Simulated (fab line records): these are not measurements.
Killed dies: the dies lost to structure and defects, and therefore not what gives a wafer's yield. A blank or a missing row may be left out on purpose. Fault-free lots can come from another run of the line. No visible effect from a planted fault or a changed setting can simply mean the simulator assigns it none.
Commonality check across tools -- flow sky130 -- Sampled: 11 lots, 32 wafers

WHY IT WAS OPENED
Of 11 lots, 2 have the reading VIA1_W_RS flagged at SKY_VIA1_RS_MEAS_22. Fault-free wafers read 0.423 ohm/sq, with a standard deviation of 0.006.
Rule: a lot gets a flag if all its wafers with a number sit over 4 standard deviations from that mean, or if no wafer of it has a number. As for the other lots, they are considered sound.

lot,measured,on,"VIA1_W_RS (ohm/sq), wafer by wafer",flag
L310,day 34 11:45,film metro-04,0.422 0.422 0.423,
L311,day 34 20:46,film metro-01,0.428 0.424 0.418,
L313,day 35 14:55,film metro-01,0.430 0.429 0.423,
L314,day 36 04:07,film metro-03,0.246 0.245,FLAGGED
L316,day 36 06:53,film metro-01,0.245 0.245 0.246,FLAGGED
L319,day 37 17:01,film metro-04,0.428 0.427 0.418,
L325,day 39 07:32,film metro-03,0.426 0.428 0.427,
L326,day 39 11:25,film metro-04,0.426 0.418 0.426,
L327,day 39 20:31,film metro-01,0.423 0.427 0.428,
L328,day 40 04:50,film metro-04,0.415 0.417 0.407,
L330,day 40 21:24,film metro-04,0.430 0.429 0.420,
Average over the flagged lots: 0.245 ohm/sq; offset from the usual -0.178 ohm/sq, equal to -30 standard deviations.

LOT BY LOT: THE TOOL USED
The record holds 1 process step before the reading, out of a route of 708 steps. Cell contents, in order: the tool; ch with the chambers the sampled wafers went through; the start.
lot,flag,SKY_VIA1_CVD_21
L310,,"cvd w-01 ch 0,1, day 34 11:39"
L311,,"cvd w-02 ch 0,1, day 34 20:41"
L313,,"cvd w-01 ch 0,1, day 35 14:48"
L314,FLAGGED,"cvd w-01 ch 1, day 36 04:01"
L316,FLAGGED,"cvd w-01 ch 0,1, day 36 06:46"
L319,,"cvd w-02 ch 0,1, day 37 16:55"
L325,,"cvd w-01 ch 0,1, day 39 07:25"
L326,,"cvd w-02 ch 0,1, day 39 11:20"
L327,,"cvd w-01 ch 0,1, day 39 20:26"
L328,,"cvd w-02 ch 0,1, day 40 04:43"
L330,,"cvd w-01 ch 0,1, day 40 21:17"
What the steps here do:
- SKY_VIA1_CVD_21: deposits W, target thk 270 nm, time 80.902 s.
- SKY_VIA1_RS_MEAS_22: measures by four-point-probe.

FLAGGED OVER TOTAL, TOOL BY TOOL (the gauges that took the reading come last)
step,tool,lots run,flagged,share of the flagged lots,sound lots run after its first flagged lot
SKY_VIA1_CVD_21,cvd w-01,7,2,all,"3 (L325,L327,L330)"
SKY_VIA1_CVD_21,cvd w-02,4,0,none,-
SKY_VIA1_RS_MEAS_22,film metro-01,4,1,some,1 (L327)
SKY_VIA1_RS_MEAS_22,film metro-03,2,1,some,1 (L325)
SKY_VIA1_RS_MEAS_22,film metro-04,5,0,none,-

WHAT IS ALLOWED BY THE TABLE
Rows of the table that ran each flagged lot: 1, that is cvd w-01 at SKY_VIA1_CVD_21.
- cvd w-01 at SKY_VIA1_CVD_21 ran 7 lots, 2 of them flagged. Sound lots ran on it after the first flagged one (L325, L327, L330), which a lasting fault on the whole tool wouldn't allow.
Not one row of the table ran every flagged lot while running no sound lot after the first.

WHAT WAS PUT IN BY THE SIMULATOR
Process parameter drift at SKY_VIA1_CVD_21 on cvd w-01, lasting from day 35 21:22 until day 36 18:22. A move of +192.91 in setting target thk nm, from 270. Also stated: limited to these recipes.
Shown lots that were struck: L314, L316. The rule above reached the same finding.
